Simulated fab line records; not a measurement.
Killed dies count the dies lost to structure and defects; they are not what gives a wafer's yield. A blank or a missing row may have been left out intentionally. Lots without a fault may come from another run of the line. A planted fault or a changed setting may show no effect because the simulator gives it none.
Code-filled problem report in 8D (eight disciplines) form	flow sky130	the parts of the form that need people (team, actions taken, sign-off) are left out

## 1. THE PROBLEM
Mean of killed_at_M4_up at SKY_PAD_OPEN_PROBE_99: 50.0 over 2 wafers from 1 lot, against 3.3 (standard deviation 1.7) on wafers with no fault. Measured from the usual mean, that is +27 standard deviations.
Earliest sighting: wafer L347.1 on prober-02 at day 48 00:24. The record holds 3 wafers of 1 lot with a number at this step. The rule behind "out" and "out of limits": a value lying over 4 standard deviations away from the usual mean. The rest of the wafers with a number are treated as sound.

## 2. WHAT THIS IS AND IS NOT
question	is	is not
which readings at this step	killed_at_M4_up	killed_at_M0_to_M3, killed-at-contacts, killed-at-front-end, killed-at-other, killed-open, killed-short
which lots	L347	-
which wafers of those lots	L347.1, L347.6	L347.4
read on which tools	prober-02	-
when	from day 48 00:24	up to then (0 sound wafers); but 1 sound wafer of L347 came after

## 3. THE SUSPECTS, EACH WITH WHAT RULES IT OUT
Counting: if a tool at a process step up to the reading ran every lot that is out, it stays a suspect. Sound lots after the first of them don't rule it out here, since some wafers of a struck lot are sound.
- rie-metal-04 at SKY_METAL1_METAL_ETCH_19 (etches the open film in Cl2/BCl3, stops on SiO2, target depth 360 nm, time 78 s): kept. It ran the lot that is out, L347 (day 35 14:52).
- pvd-sputter-01 at SKY_METAL5_SPUTTER_00 (material Ti, target thk 15 nm, time 10 s): kept. It ran the lot that is out, L347 (day 45 07:29).
- prober-02 at SKY_PAD_OPEN_PROBE_99: kept. It ran the lot that is out, L347 (day 48 00:24). Out on those wafers are its own readings of killed_at_M4_up.
- Within rie-metal-04 at SKY_METAL1_METAL_ETCH_19, the wafers that are out were processed in chamber 1 and their sound lot-mates in chamber 0.
The count leaves rie-metal-04 at SKY_METAL1_METAL_ETCH_19, pvd-sputter-01 at SKY_METAL5_SPUTTER_00, and prober-02 at SKY_PAD_OPEN_PROBE_99.

## 4. THE CAUSE (what the simulator had put in)
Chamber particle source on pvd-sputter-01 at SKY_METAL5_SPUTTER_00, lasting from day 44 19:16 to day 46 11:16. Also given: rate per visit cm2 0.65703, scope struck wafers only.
Counting leaves 3 suspects; this tool is one of them.

## 5. THE EFFECT CHAIN, in route order
Each row: a reading where the mean over the struck wafers with a number is more than 3 standard deviations away from the usual. Readings are gone through only where the record gives a usual standard deviation; hours: the median, over the lots, of the time from a lot's start at the first step in this table giving one to that lot's start at this step; sigmas: the change measured in usual standard deviations.
hours	step	reading	usual	on struck wafers	change	sigmas
0	SKY_PAD_OPEN_PROBE_99	defect-limited-yield	82.4 %	74.5	-7.9	-4.0
0	SKY_PAD_OPEN_PROBE_99	killed_at_M4_up	3.3	50.0	+46.7	+27
0	SKY_PAD_OPEN_PROBE_99	killed-dies	87	126	+38	+3.9
0	SKY_PAD_OPEN_PROBE_99	sort_bin_3_pad_short	0.9 %	2.6	+1.7	+4.0
0	SKY_PAD_OPEN_PROBE_99	sort_bin_5_function	10.4 %	15.3	+4.9	+3.3
0	SKY_PAD_OPEN_PROBE_99	sort-n-pass	405	366	-38	-3.9
0	SKY_PAD_OPEN_PROBE_99	sort-yield-pct	82.4 %	74.5	-7.9	-4.0
Process steps it contains:
- SKY_PAD_OPEN_PROBE_99

## 6. WHAT WOULD HAVE CAUGHT IT SOONER
In this record the first reading out of limits was taken at day 48 00:24, 77 hours after the fault began at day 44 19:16.
Tool readings at SKY_METAL5_SPUTTER_00 with a usual standard deviation given in the record: none out on any struck wafer, hence no alarm at a limit of 4 standard deviations on them.
Each of the lots that are out, 1 in all, had begun SKY_METAL5_SPUTTER_00 on pvd-sputter-01 no later than day 48 00:24. Tool hold at that time: it would have spared none of them.
